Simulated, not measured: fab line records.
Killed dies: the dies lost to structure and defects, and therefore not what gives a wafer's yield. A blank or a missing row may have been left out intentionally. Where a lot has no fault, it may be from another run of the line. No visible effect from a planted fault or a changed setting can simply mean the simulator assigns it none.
What tool caused it? | flow gf180mcu | 12 lots with 36 wafers sampled at 5 steps, on a route of 602 steps

WHAT EACH GAUGE READ, for each wafer
GF_SALICIDE_THK_MEAS_05: measures by xrf. Usual: SALICIDE_TIN_THK gives 20.60 nm (standard deviation 0.24).
lot  | measured     | on            | SALICIDE_TIN_THK (nm) | flag
L940 | day 15 11:43 | film metro-03 | 20.51 20.32 20.30     |
L941 | day 15 15:47 | film metro-03 | 20.32 20.37 20.67     |
L943 | day 16 00:00 | film metro-04 | 20.73 20.57 20.64     |
L942 | day 16 03:05 | film metro-04 | 20.43 20.43 20.45     |
L945 | day 16 23:09 | film metro-04 | 20.60 20.61 20.84     |
L955 | day 20 21:26 | film metro-03 | 21.38 21.20 21.34     |
L954 | day 20 23:02 | film metro-01 | 20.30 20.14 20.49     |
L959 | day 22 09:22 | film metro-04 | 20.32 20.50 20.43     |
L961 | day 22 13:14 | film metro-04 | 21.07 20.80 20.66     |
L960 | day 22 16:43 | film metro-03 | 20.69 20.25 20.22     |
L962 | day 23 04:16 | film metro-03 | 20.40 20.80 20.68     |
L963 | day 23 12:50 | film metro-03 | 20.63 20.50 20.42     |

GF_CONTACT_OVL_MEAS_15. Usual: CONTACT_OVL gives -1 nm (standard deviation 5.4).
lot  | measured     | on         | CONTACT_OVL (nm) | flag
L940 | day 16 10:49 | overlay-02 | -3 0 0           |
L941 | day 16 15:13 | overlay-02 | -9 -8 -13        |
L943 | day 16 23:46 | overlay-02 | -10 -5 -11       |
L942 | day 17 02:59 | overlay-02 | 0 -1 0           |
L945 | day 17 23:44 | overlay-01 | -3 -2 -8         |
L955 | day 21 21:56 | overlay-01 | 3 5 1            |
L954 | day 21 22:59 | overlay-02 | 0 0 5            |
L959 | day 23 09:44 | overlay-01 | 13 6 8           |
L961 | day 23 13:13 | overlay-01 | -5 -4 2          |
L960 | day 23 15:19 | overlay-01 | 5 12 2           |
L962 | day 24 02:58 | overlay-01 | -2 1 -5          |
L963 | day 24 11:50 | overlay-02 | 1 -2 0           |

GF_CONTACT_RS_MEAS_25: a four-point-probe measurement. Usual: CONTACT_W_RS gives 0.382 ohm/sq (standard deviation 0.0044).
lot  | measured     | on            | CONTACT_W_RS (ohm/sq)               | flag
L940 | day 16 11:32 | film metro-02 | 0.381 0.380 0.380                   |
L941 | day 16 15:56 | film metro-04 | 0.381 0.385 0.388                   |
L943 | day 17 00:29 | film metro-02 | 0.384 0.386 0.378                   |
L942 | day 17 03:41 | film metro-04 | 0.299 0.379 0.377 0.299 0.378 0.377 | OFF
L945 | day 18 00:28 | film metro-02 | 0.374 0.298 0.376 0.374 0.299 0.376 | OFF
L955 | day 21 22:38 | film metro-02 | 0.388 0.380 0.382                   |
L954 | day 21 23:41 | film metro-01 | 0.377 0.381 0.383                   |
L959 | day 23 10:26 | film metro-02 | 0.377 0.378 0.377                   |
L961 | day 23 13:56 | film metro-01 | 0.384 0.392 0.387                   |
L960 | day 23 16:17 | film metro-04 | 0.379 0.381 0.374                   |
L962 | day 24 03:40 | film metro-02 | 0.389 0.390 0.388                   |
L963 | day 24 12:38 | film metro-02 | 0.378 0.381 0.386                   |

GF_CONTACT_THK_MEAS_26: measures by xrf. Usual: CONTACT_W_THK gives 301 nm (standard deviation 5).
lot  | measured     | on            | CONTACT_W_THK (nm)      | flag
L940 | day 16 11:39 | film metro-02 | 304 305 305             |
L941 | day 16 16:02 | film metro-04 | 296 294 292             |
L943 | day 17 00:35 | film metro-02 | 303 299 307             |
L942 | day 17 06:59 | film metro-04 | 378 300 301 378 303 302 | OFF
L945 | day 18 03:03 | film metro-02 | 311 388 309 311 388 308 | OFF
L955 | day 21 22:45 | film metro-02 | 296 306 302             |
L954 | day 21 23:48 | film metro-01 | 308 306 302             |
L959 | day 23 10:33 | film metro-02 | 308 307 307             |
L961 | day 23 14:03 | film metro-01 | 302 297 301             |
L960 | day 23 16:25 | film metro-04 | 300 297 302             |
L962 | day 24 03:47 | film metro-02 | 295 292 293             |
L963 | day 24 12:45 | film metro-02 | 301 300 298             |

WHAT TOOL EACH LOT RAN ON (gives the tool, then ch and the chambers of the sampled wafers, and finally the start)
lot  | GF_CONTACT_CVD_24
L940 | cvd w-02 ch 0,1, day 16 11:26
L941 | cvd w-01 ch 0,1, day 16 15:49
L943 | cvd w-02 ch 0,1, day 17 00:22
L942 | cvd w-02 ch 0,1, day 17 03:34
L945 | cvd w-02 ch 0,1, day 18 00:22
L955 | cvd w-02 ch 0,1, day 21 22:31
L954 | cvd w-02 ch 0,1, day 21 23:34
L959 | cvd w-02 ch 0, day 23 10:19
L961 | cvd w-01 ch 0,1, day 23 13:50
L960 | cvd w-02 ch 0,1, day 23 16:11
L962 | cvd w-02 ch 0,1, day 24 03:34
L963 | cvd w-01 ch 0, day 24 12:27
- GF_CONTACT_CVD_24: deposits W, target thk 300 nm, time 90.339 s.

WHAT THE TOOLS THEMSELVES READ (means of the sampled wafers that have a number; where no wafer has one, the mark that the record gives instead)
GF_CONTACT_CVD_24. Usual: heater power w at 810 W, with a standard deviation of 97.
lot  | tool     | heater power w (W) | flag
L940 | cvd w-02 | 771                |
L941 | cvd w-01 | 881                |
L943 | cvd w-02 | 772                |
L942 | cvd w-02 | 842                |
L945 | cvd w-02 | 839                |
L955 | cvd w-02 | 859                |
L954 | cvd w-02 | 844                |
L959 | cvd w-02 | 928                |
L961 | cvd w-01 | 830                |
L960 | cvd w-02 | 848                |
L962 | cvd w-02 | 779                |
L963 | cvd w-01 | 794                |

THE ANSWER, worked out from the rows above alone
Rule: take the mean of a lot's wafers that have a number; if it is more than 3 standard deviations from the usual mean, the lot is off. Also off: a lot with no number at a reading for which 4 or more lots have one. Any other lot the step has rows for is counted as sound. The gauges are gone through in route order, then the tools' own readings, and for those a lot's mean is taken as printed above. The first step at which some lot is off is used, and at that step the reading that is off furthest; a lot without a number counts as furthest.
Off: at GF_CONTACT_RS_MEAS_25 (CONTACT_W_RS), L942, L945.
If a tool, at a process step before that reading, ran all the lots that are off and no sound lot after the first of them, it fits. The gauges at GF_CONTACT_RS_MEAS_25 are tried like those tools. Of those tried, none fits.

WHAT WAS PUT IN BY THE SIMULATOR
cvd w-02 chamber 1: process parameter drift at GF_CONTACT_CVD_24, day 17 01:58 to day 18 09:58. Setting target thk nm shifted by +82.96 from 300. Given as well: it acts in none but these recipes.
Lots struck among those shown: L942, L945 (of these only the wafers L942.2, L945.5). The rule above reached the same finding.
